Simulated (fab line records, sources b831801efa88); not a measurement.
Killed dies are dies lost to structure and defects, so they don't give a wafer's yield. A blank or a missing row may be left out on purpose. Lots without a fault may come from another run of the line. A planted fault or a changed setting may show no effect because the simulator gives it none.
Which tool did it? | flow sky130 | 11 lots, 33 wafers sampled, at 4 steps of a route of 708

WHAT THE GAUGES READ, wafer by wafer
SKY_LOCAL_INTERCONNECT_CD_MEAS_11: target cd 170 nm. Usual: cd_nm 170.2 nm, standard deviation 1.7.
lot  | measured     | on        | cd_nm (nm)        | flag
L629 | day 31 01:53 | cd_sem-02 | 167.5 167.4 168.5 |
L630 | day 31 02:03 | cd_sem-01 | 170.3 168.8 169.3 |
L631 | day 31 02:24 | cd_sem-01 | 167.1 168.9 170.7 |
L633 | day 31 19:11 | cd_sem-01 | 171.9 169.5 170.7 |
L634 | day 32 02:08 | cd_sem-01 | 168.0 171.0 168.9 |
L636 | day 32 19:56 | cd_sem-02 | 169.3 168.9 170.6 |
L638 | day 33 11:34 | cd_sem-02 | 172.5 173.3 173.0 |
L643 | day 34 22:43 | cd_sem-01 | 168.6 169.4 169.5 |
L645 | day 35 13:51 | cd_sem-01 | 172.4 173.7 174.1 |
L648 | day 36 18:16 | cd_sem-01 | 170.4 169.4 169.0 |
L651 | day 37 19:38 | cd_sem-02 | 168.8 170.0 168.5 |

SKY_CONTACT_THK_MEAS_01. Usual: CONTACT_CVD_00_THK 75.3 nm, standard deviation 1.2.
lot  | measured     | on            | CONTACT_CVD_00_THK (nm)       | flag
L629 | day 31 02:47 | film_metro-04 | 74.1 76.1 76.7                |
L630 | day 31 02:56 | film_metro-04 | 73.2 74.9 74.8                |
L631 | day 31 03:17 | film_metro-04 | 76.0 77.2 75.6                |
L633 | day 31 20:04 | film_metro-02 | 73.8 74.7 75.3                |
L634 | day 32 03:01 | film_metro-02 | 75.4 76.0 75.4                |
L636 | day 32 20:50 | film_metro-03 | 74.4 75.2 75.8                |
L638 | day 33 12:31 | film_metro-02 | 58.4 58.3 58.7 58.4 58.3 58.8 | OFF
L643 | day 34 23:38 | film_metro-03 | 57.0 58.6 59.0 57.0 58.6 58.9 | OFF
L645 | day 35 14:44 | film_metro-04 | 74.8 74.0 76.1                |
L648 | day 36 19:10 | film_metro-04 | 75.6 77.3 76.9                |
L651 | day 37 20:32 | film_metro-02 | 73.9 77.3 76.7                |

WHICH TOOL RAN EACH LOT (tool, then ch and the chambers of the sampled wafers, then the start)
lot  | SKY_LI_CONTACT_CMP_02         | SKY_CONTACT_CVD_00
L629 | cmp-01 ch 1,2,3, day 28 15:49 | pecvd-04 ch 0,2, day 31 02:45
L630 | cmp-02 ch 0,1,2, day 28 16:10 | pecvd-03 ch 1,2, day 31 02:53
L631 | cmp-01 ch 0,1,2, day 28 16:19 | pecvd-02 ch 0,1,2, day 31 03:14
L633 | cmp-02 ch 0,1,2, day 29 09:58 | pecvd-03 ch 1,2, day 31 20:00
L634 | cmp-02 ch 0,1,2, day 29 17:49 | pecvd-03 ch 0,1,2, day 32 02:58
L636 | cmp-02 ch 1,2,3, day 30 10:58 | pecvd-02 ch 0,1,2, day 32 20:48
L638 | cmp-02 ch 0,1, day 31 03:04   | pecvd-03 ch 1,2, day 33 12:29
L643 | cmp-01 ch 1,3, day 32 15:28   | pecvd-03 ch 0,2, day 34 23:35
L645 | cmp-01 ch 0,1,2, day 33 08:38 | pecvd-04 ch 0,2, day 35 14:41
L648 | cmp-01 ch 2,3, day 34 13:49   | pecvd-04 ch 0,1,2, day 36 19:07
L651 | cmp-01 ch 0,2, day 35 13:22   | pecvd-02 ch 0,1,2, day 37 20:30
- SKY_LI_CONTACT_CMP_02: polishes PSG.
- SKY_CONTACT_CVD_00: deposits Si3N4, target thk 75 nm.

WHAT THE TOOLS THEMSELVES READ (means of the sampled wafers that have a number; where no wafer has one, the mark that the record gives instead)
SKY_LI_CONTACT_CMP_02. Usual: motor_current_A 11.7 A, standard deviation 1.2; time_to_endpoint_s 36.6 s, standard deviation 2.7.
lot  | tool   | motor_current_A (A) | time_to_endpoint_s (s) | flag
L629 | cmp-01 | 11.5                | 35.4                   |
L630 | cmp-02 | 11.0                | 34.4                   |
L631 | cmp-01 | 11.6                | 33.4                   |
L633 | cmp-02 | 10.9                | 33.8                   |
L634 | cmp-02 | 10.5                | 35.2                   |
L636 | cmp-02 | 12.0                | 35.9                   |
L638 | cmp-02 | 11.5                | 34.1                   |
L643 | cmp-01 | 12.0                | 37.2                   |
L645 | cmp-01 | 12.0                | 35.9                   |
L648 | cmp-01 | 11.8                | 38.2                   |
L651 | cmp-01 | 11.8                | 35.7                   |

SKY_CONTACT_CVD_00. Usual: heater_power_outer_w 417 W, standard deviation 62; heater_power_w 719 W, standard deviation 92; rf_fwd_power_W 444.7 W, standard deviation 2.
lot  | tool     | heater_power_outer_w (W) | heater_power_w (W) | rf_fwd_power_W (W) | flag
L629 | pecvd-04 | 388                      | 620                | 443.9              |
L630 | pecvd-03 | 402                      | 696                | 445.1              |
L631 | pecvd-02 | 459                      | 781                | 444.2              |
L633 | pecvd-03 | 370                      | 645                | 443.9              |
L634 | pecvd-03 | 395                      | 700                | 445.5              |
L636 | pecvd-02 | 424                      | 735                | 443.8              |
L638 | pecvd-03 | 393                      | 662                | 444.6              |
L643 | pecvd-03 | 376                      | 708                | 445.7              |
L645 | pecvd-04 | 426                      | 680                | 444.1              |
L648 | pecvd-04 | 453                      | 752                | 444.0              |
L651 | pecvd-02 | 427                      | 745                | 444.5              |

THE ANSWER, worked out from the rows above alone
Rule: a lot is off if the mean of its wafers that have a number lies more than 3 standard deviations from the usual mean. A lot without any number at a reading at which 4 lots or more have one is off too. The other lots that the step has rows for count as sound. The gauges are gone through in route order, then the tools' own readings, and for those a lot's mean is taken as printed above. The first step at which some lot is off is used, and at that step the reading that is off furthest; a lot without a number counts as furthest.
Off: L638, L643, at SKY_CONTACT_THK_MEAS_01 (CONTACT_CVD_00_THK).
A tool fits if, at a process step before that reading, it ran every lot that is off, and no sound lot after the first of them. The gauges at SKY_CONTACT_THK_MEAS_01 are tried like those tools. One fits: pecvd-03 at SKY_CONTACT_CVD_00. Its last sound lot is L634 (day 32 02:58), its first lot that is off L638 (day 33 12:29): a fault that began between those two fits.

WHAT THE SIMULATOR HAD PUT IN
Site profile drift: pecvd-03, from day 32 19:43 on, at SKY_CONTACT_CVD_00. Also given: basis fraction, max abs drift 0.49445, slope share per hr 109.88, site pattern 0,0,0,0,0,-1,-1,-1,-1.
Lots struck among those shown: L638, L643. The rule above found the same.
